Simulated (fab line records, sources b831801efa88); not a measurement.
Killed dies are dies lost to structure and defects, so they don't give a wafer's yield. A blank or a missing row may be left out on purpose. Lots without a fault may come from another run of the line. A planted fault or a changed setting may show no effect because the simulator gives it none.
A struck lot beside a sound one | flow gf180mcu | 35 steps out of a route of 602
Sound: wafers L356.4, L356.5, L356.6. Struck: wafers L373.2, L373.3, L373.6. The cause comes at the end.
At each step with rows: each side's tool, then ch and its chambers, then its first start. Under that, the readings that differ: sound wafers | struck wafers | difference of the means | sigmas: that difference in standard deviations of wafers without a fault.
alike: readings whose means differ by less than 2 such deviations, and words and numbers that are the same on both sides. not compared: withheld readings, readings that some wafer has no value for, bounds like >300 that may hide the same value, and numbers for which the record gives no deviation and whose values overlap.
The two part at a step that has a row with sigmas, a row that says differs or no value, or rows on one side only. Numbers that don't overlap but have no deviation are shown without sigmas and don't part them. A reading that every wafer of one side lacks parts them only if that side has two wafers or more.

first, 1 step without rows for these wafers: GF_HV_LDD_IMPLANT_21.
GF_HV_LDD_STRIP_22: strips in O2/N2.
  sound on plasma_asher-02 ch 0,1, day 11 06:58; struck on plasma_asher-02 ch 0,1, day 16 14:34
  alike: drypump_motor_current_A, heater_power_w, oes_product_au, strip_time_to_endpoint_s
  not compared: rf_hours_counter_h
GF_HV_LDD_TW_MEAS_23:
  sound on film_metro-02, day 11 07:04; struck on film_metro-02, day 16 14:41
  alike: HV_LDD_2_TW
then, 7 steps without rows for these wafers: GF_HV_LDD_DEHYDRATE_24 (time 60 s); GF_HV_LDD_HMDS_25 (prime time 60 s); GF_HV_LDD_COAT_26 (resist thk 1000 nm); GF_HV_LDD_SOFTBAKE_27 (time 60 s); GF_HV_LDD_EXPOSE_28 (exposes mask Nplus HV AREA, target cd 400 nm); GF_HV_LDD_PEB_29; GF_HV_LDD_DEVELOP_30 (develop time 60 s).
GF_HV_LDD_CD_MEAS_31: target cd 400 nm.
  sound on cd_sem-02, day 12 02:18; struck on cd_sem-02, day 17 12:20
  reading    | sound             | struck            | difference | sigmas
  cd_nm (nm) | 395.7 397.0 396.1 | 400.3 402.3 404.0 | +5.9       | +2
GF_HV_LDD_OVL_MEAS_32:
  sound on overlay-01, day 12 02:23; struck on overlay-02, day 17 12:26
  alike: HV_LDD_02_OVL
GF_HV_LDD_IMPLANT_33:
  sound on implanter-01 ch 0, day 12 02:28; struck on implanter-03 ch 0, day 17 12:29
  reading            | sound                     | struck                       | difference | sigmas
  dose_ions_cm2      | 7.502e+12 7.5e+12 7.5e+12 | 8.402e+12 8.39e+12 8.395e+12 | +8.950e+11 | +99 or more
  faraday_current_uA | 42.5 42.5 42.1            | 46.9 47.1 48.5               | +5.1       | +6
  alike: end_station_pressure_torr
then, 3 steps without rows for these wafers: GF_HV_LDD_IMPLANT_34; GF_HV_LDD_IMPLANT_35; GF_HV_LDD_IMPLANT_36.
GF_HV_LDD_STRIP_37: strips in O2/N2.
  sound on plasma_asher-01 ch 0,1, day 12 03:02; struck on plasma_asher-04 ch 0,1, day 17 13:04
  reading                      | sound             | struck            | difference | sigmas
  strip_time_to_endpoint_s (s) | 12.61 12.61 12.61 | 12.69 12.66 12.68 | +0.07      | +2
  alike: drypump_motor_current_A, heater_power_w, oes_product_au
  not compared: rf_hours_counter_h
GF_HV_LDD_TW_MEAS_38:
  sound on film_metro-01, day 12 03:08; struck on film_metro-03, day 17 13:11
  reading     | sound          | struck         | difference | sigmas
  HV_LDD_3_TW | 1414 1408 1410 | 1445 1449 1435 | +32        | +3
then, 7 steps without rows for these wafers: GF_HV_LDD_DEHYDRATE_39 (time 60 s); GF_HV_LDD_HMDS_40 (prime time 60 s); GF_HV_LDD_COAT_41 (resist thk 1000 nm); GF_HV_LDD_SOFTBAKE_42 (time 60 s); GF_HV_LDD_EXPOSE_43 (exposes mask Pplus HV AREA, target cd 400 nm); GF_HV_LDD_PEB_44; GF_HV_LDD_DEVELOP_45 (develop time 60 s).
GF_HV_LDD_CD_MEAS_46: target cd 400 nm.
  sound on cd_sem-02, day 12 22:42; struck on cd_sem-02, day 18 12:07
  alike: cd_nm
GF_HV_LDD_OVL_MEAS_47:
  sound on overlay-01, day 12 22:47; struck on overlay-01, day 18 12:13
  alike: HV_LDD_03_OVL
then, 1 step without rows for these wafers: GF_HV_LDD_IMPLANT_48.
GF_HV_LDD_STRIP_49: strips in O2/N2.
  sound on plasma_asher-02 ch 0,1, day 12 22:59; struck on plasma_asher-01 ch 0,1, day 18 12:24
  reading                     | sound       | struck      | difference | sigmas
  drypump_motor_current_A (A) | 6.7 6.7 5.8 | 5.2 5.3 6.2 | -0.8       | -2
  alike: heater_power_w, oes_product_au, strip_time_to_endpoint_s
  not compared: rf_hours_counter_h
GF_HV_LDD_TW_MEAS_50:
  sound on film_metro-03, day 12 23:05; struck on film_metro-02, day 18 12:31
  alike: HV_LDD_4_TW
then, 1 step without rows for these wafers: GF_HV_LDD_CLEAN_51 (cleans in SC1/SC2, time 150 s).
GF_HV_LDD_RTA_52: time 10 s.
  sound on rtp_anneal-02 ch 0, day 12 23:11; struck on rtp_anneal-02 ch 0, day 18 12:37
  alike: chamber_o2_ppm, lamp_power_pct, wafer_temp_C_max
GF_HV_LDD_RS_MEAS_53: measures by four-point-probe.
  sound on film_metro-01, day 12 23:17; struck on film_metro-01, day 18 12:41
  reading            | sound             | struck            | difference | sigmas
  HV_LDD_RS (ohm/sq) | 417.3 418.7 416.8 | 415.5 413.8 416.0 | -2.5       | -2
then, 1 step without rows for these wafers: GF_HV_LDD_CVD_54 (deposits SiO2 from TEOS, target thk 10 nm, time 75 s).
-- the record jumps here: 15 days lie between the struck wafers' starts before and after (it left off in module HV_LDD and takes up again in module PASSIVATION, whose first step shown is number 602 of the route) --
GF_PASSIVATION_PROBE_99:
  the record has rows for the struck wafers here (prober-02, day 33 23:30) and none for the sound ones

WHERE THEY PART
First at GF_HV_LDD_CD_MEAS_31; last, within this record, at GF_PASSIVATION_PROBE_99.

WHY: what the simulator had put in
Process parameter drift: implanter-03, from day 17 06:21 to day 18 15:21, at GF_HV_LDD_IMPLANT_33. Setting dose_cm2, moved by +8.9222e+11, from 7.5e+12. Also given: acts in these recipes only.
